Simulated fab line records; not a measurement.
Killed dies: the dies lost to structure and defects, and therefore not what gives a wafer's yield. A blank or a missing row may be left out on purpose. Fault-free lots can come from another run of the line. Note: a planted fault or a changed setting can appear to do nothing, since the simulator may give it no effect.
Code-filled problem report in 8D (eight disciplines) form :: flow sky130 :: the parts of the form that need people (team, actions taken, sign-off) are left out

## 1. THE ISSUE
tilt_deg at SKY_LDD_N_IMPLANT_15 reads a mean of 0.012 degrees on 6 wafers of 2 lots; wafers without a fault read 30.002 degrees with a standard deviation of 0.022. So: -99 or more standard deviations from the usual mean.
Seen first at day 21 20:55 on implanter-03, wafer L952.1. The record holds 18 wafers of 6 lots with a number at this step. The rule behind "out" and "out of limits": a value lying over 4 standard deviations away from the usual mean. Any other wafer with a number is counted as sound.

## 2. WHAT IT IS, WHAT IT ISN'T
question: which readings at this step
is: tilt_deg
is not: -

question: which lots
is: L952, L954
is not: L942, L944, L957, L959

question: which wafers of those lots
is: all that have a number
is not: -

question: read on which tools
is: implanter-03
is not: implanter-02, implanter-04

question: when
is: from day 21 20:55
is not: up to then (6 sound wafers); but 6 sound wafers of L957, L959 came after

## 3. SUSPECTS, AND WHAT RULES EACH OUT
Counting: a tool stays on the suspect list if, at a process step up to the reading, it processed all lots that are out and no sound lot following the first of them.
- implanter-03 at SKY_LDD_N_IMPLANT_15: kept. Every lot that is out went through it, starting with L952 (day 21 20:55), and after that it ran no sound lot; the last sound lot it ran before then is L944 (day 18 16:12). Its own readings are out on those wafers: tilt_deg.
Remaining after the count: implanter-03 at SKY_LDD_N_IMPLANT_15.

## 4. THE CAUSE (what the simulator had put in)
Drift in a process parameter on implanter-03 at SKY_LDD_N_IMPLANT_15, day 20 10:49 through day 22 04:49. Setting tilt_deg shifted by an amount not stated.
The count eliminated every tool but this one.

## 5. SEQUENCE OF EFFECTS, ordered by route
Each row: a reading whose mean over the struck wafers that have a number lies more than 3 standard deviations from the usual. Readings are gone through only where the record gives a usual standard deviation; hours: the median, over the lots, of the time from a lot's start at the first step in this table giving one to that lot's start at this step; sigmas: the change measured in usual standard deviations.
hours: 0
step: SKY_LDD_N_IMPLANT_15
reading: tilt_deg
usual: 30.002 degrees
on struck wafers: 0.012
change: -29.990
sigmas: -99 or more
Its process steps:
- SKY_LDD_N_IMPLANT_15

## 6. WHAT WOULD HAVE CAUGHT IT SOONER
In this record the first reading out of limits was taken at day 21 20:55, 34 hours after the fault began at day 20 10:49.
